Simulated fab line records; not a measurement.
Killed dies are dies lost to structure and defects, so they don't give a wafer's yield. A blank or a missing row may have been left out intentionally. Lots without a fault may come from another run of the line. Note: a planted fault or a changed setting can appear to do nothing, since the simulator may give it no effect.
Matching of chambers | flow sky130 | cmp-02 running SKY_VIA2_CMP_02: 4 sister chambers
The step polishes SiO2. 14 wafers are shown with their chamber, then 7 later ones without.

== WAFERS WITH THEIR CHAMBER ==
wafer  | chamber | motor_current_A (A)
L806.1 | 0       | 12.1
L806.2 | 2       | 12.1
L806.4 | 1       | 11.7
L811.1 | 1       | 11.7
L811.2 | 2       | 12.3
L811.4 | 0       | 12.7
L813.1 | 1       | 11.7
L813.2 | 2       | 11.8
L813.6 | 0       | 12.5
L818.2 | 0       | 12.2
L818.3 | 1       | 12.2
L818.5 | 3       | 10.8
L826.2 | 2       | 11.9
L826.3 | 0       | 12.3

SIGNATURES (averages over the wafers above)
reading         | chamber 0 | chamber 1 | chamber 2 | chamber 3 | scatter within a chamber
motor_current_A | 12.360    | 11.825    | 12.025    | 10.800    | 0.238
Rule: distance of a wafer from a chamber = root of the sum over the readings of ((wafer's reading minus chamber's mean) / reading's scatter) squared. The wafer belongs to the nearest chamber; if the next one is less than 2 further off, it can't be placed. The scatter: take each reading less its chamber's mean, square it, sum over the shown wafers, divide by the number of wafers less the number of chambers, and take the root.

== WAFERS WITHOUT THEIR CHAMBER ==
wafer  | motor_current_A (A)
L826.4 | 10.4
L827.1 | 11.9
L827.2 | 11.7
L827.4 | 10.3
L828.1 | 12.0
L828.4 | 12.5
L828.6 | 10.8

== THE CHAMBER EACH PASSED THROUGH ==
wafer  | from the rows above          | in truth
L826.4 | 3                            | 3
L827.1 | can't be placed: 1 or 2 or 0 | 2
L827.2 | can't be placed: 1 or 2      | 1
L827.4 | 3                            | 3
L828.1 | can't be placed: 2 or 1 or 0 | 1
L828.4 | can't be placed: 0 or 2      | 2
L828.6 | 3                            | 3
Placed correctly: 3 of 7. These rows do not allow placing 4 (true chamber among the candidates in 4). Placed wrongly: 0.
